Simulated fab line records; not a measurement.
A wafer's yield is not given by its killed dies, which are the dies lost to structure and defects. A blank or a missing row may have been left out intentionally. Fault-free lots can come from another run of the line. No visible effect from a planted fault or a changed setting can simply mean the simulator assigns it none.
Comparing a struck lot with a sound one -- flow sky130 -- 16 steps out of a route of 708
Sound: wafers L871.1, L871.3, L871.6. Wafers L885.1, L885.2, L885.4 were the ones struck. Last of all comes the cause.
Order at every step that has rows: each side's tool, ch and its chambers, its first start. Under that, the readings that differ: sound wafers -- struck wafers -- difference of the means -- sigmas: that difference in standard deviations of wafers without a fault.
alike: readings with means less than 2 such deviations apart, plus words and numbers identical on both sides. not compared: withheld readings, readings lacking a value on some wafer, bounds such as >300 that could conceal the same value, and numbers that have no deviation in the record and whose values overlap.
A row with sigmas, a row that says differs or no value, or rows on one side alone: a step with any of these is where the two part. Numbers that don't overlap but have no deviation are shown without sigmas and don't part them. A reading that every wafer of one side lacks parts them only if that side has two wafers or more.

first, 5 steps without rows for these wafers: SKY_POLY_GATE_COAT_08 (resist thk 450 nm); SKY_POLY_GATE_SOFTBAKE_09 (time 90 s); SKY_POLY_GATE_EXPOSE_10 (exposes mask P1M, target cd 150 nm); SKY_POLY_GATE_PEB_11; SKY_POLY_GATE_DEVELOP_12 (develop time 60 s).
SKY_POLY_GATE_CD_MEAS_13: the cd target is 150 nm.
  struck on cd_sem-01, day 21 15:19; sound on cd_sem-01, day 15 22:16
  alike: cd_nm
SKY_POLY_GATE_OVL_MEAS_14:
  struck on overlay-01, day 21 15:26; sound on overlay-01, day 15 22:23
  alike: POLY_GATE_OVL
SKY_POLY_GATE_ETCH_15: etches BARC in N2/H2, stops on SiO2, time 118.5 s, target depth 110 nm.
  sound on rie_diel-03 ch 1,3, day 15 22:25; struck on rie_diel-03 ch 0,1,2, day 21 15:29
  alike: drypump_motor_current_A, oes_product_au, throttle_valve_pct
  not compared: rf_hours_counter_h
SKY_POLY_GATE_ETCH_16: etches Si3N4 in CH3F/O2, stops on poly-Si, time 147.5 s, target depth 75 nm.
  sound on rie_diel-03 ch 1,3, day 15 22:29; struck on rie_diel-03 ch 0,1,2, day 21 15:34
  alike: drypump_motor_current_A, oes_product_au, throttle_valve_pct
  not compared: rf_hours_counter_h
SKY_POLY_GATE_ETCH_17: etches poly-Si in HBr/Cl2, stops on SiO2, target depth 180 nm, time 70.5 s.
  sound on rie_si-01 ch 1,2,3, day 15 22:35; struck on rie_si-02 ch 0,2,3, day 21 15:40
  alike: drypump_motor_current_A, oes_product_au, throttle_valve_pct
  not compared: rf_hours_counter_h
SKY_POLY_GATE_STRIP_18: strips in O2/N2.
  sound on plasma_asher-02 ch 0,1, day 15 22:39; struck on plasma_asher-01 ch 0,1, day 21 15:43
  alike: drypump_motor_current_A, o2_flow_sccm, oes_product_au, strip_time_to_endpoint_s
  not compared: rf_hours_counter_h
then, 1 step without rows for these wafers: SKY_POLY_GATE_CLEAN_19 (cleans in SC1/SC2, time 150 s).
SKY_POLY_GATE_OXIDATION_20: stabilise 600 s, purge 300 s, target thk 4 nm.
  sound on furnace-01 ch 0, day 16 00:47; struck on furnace-01 ch 0, day 21 15:52
reading,sound,struck,difference,sigmas
spike_tc_bottom_C (C),870.3 869.0 869.9,883.2 883.0 883.3,+13.4,+10
spike_tc_centre_C (C),848.1 849.0 847.7,859.9 861.1 861.7,+12.6,+10
spike_tc_lower_C (C),852.6 850.6 848.9,862.8 862.4 863.2,+12.1,+12
spike_tc_top_C (C),861.4 861.0 861.1,872.3 873.6 873.5,+12.0,+5
spike_tc_upper_C (C),849.8 850.6 848.9,861.4 860.6 862.8,+11.8,+11
tube_center_temp_C (C),850.14 849.94 849.97,862.27 862.25 862.26,+12.24,+99 or more
tube_center_temp_C_max,852.2 852.2 852.5,864.1 864.3 864.5,+12.0,+34
model.SiO2_of_POLY_GATE_OXIDATION_20.thk_nm (nm),3.958 3.952 3.97,4.603 4.619 4.646,+0.663,
  alike: zone_power_centre_pct
SKY_POLY_GATE_THK_MEAS_21:
  struck on film_metro-04, day 21 17:07; sound on film_metro-01, day 16 02:02
reading,sound,struck,difference,sigmas
POLY_GATE_OXIDATION_THK (nm),3.92 3.95 4.00,4.60 4.65 4.65,+0.68,+9
SKY_POLY_GATE_CD_MEAS_22:
  struck on cd_sem-01, day 21 17:10; sound on cd_sem-01, day 16 02:06
  alike: cd_nm
-- the record jumps here: 28 days lie between the struck wafers' starts before and after (it left off in module POLY_GATE and takes up again in module PAD_OPEN, whose first step shown is number 708 of the route) --
SKY_PAD_OPEN_PROBE_99:
  struck on prober-01, day 49 07:07; sound on prober-02, day 45 09:23
reading,sound,struck,difference,sigmas
model.etest.tip_sonos.rs_ohm_sq,2695 2706 2707,2777 2858 2848,+125,
model.etest.tip_n.rs_ohm_sq,436.2 437.8 440.4,449.1 449 448.6,+10.8,
  alike: killed_at_M0_to_M3, killed_at_M4_up, killed_at_contacts, killed_at_front_end, killed_at_other, killed_dies, killed_open, killed_short

== WHERE THEY PART ==
Last at SKY_POLY_GATE_THK_MEAS_21 as far as this record goes, first at SKY_POLY_GATE_OXIDATION_20. Later steps at which nothing parts them and some readings are alike: SKY_POLY_GATE_CD_MEAS_22, SKY_PAD_OPEN_PROBE_99.

WHY: whatever the simulator had introduced
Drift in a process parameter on furnace-01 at SKY_POLY_GATE_OXIDATION_20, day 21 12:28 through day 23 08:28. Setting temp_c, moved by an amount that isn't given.
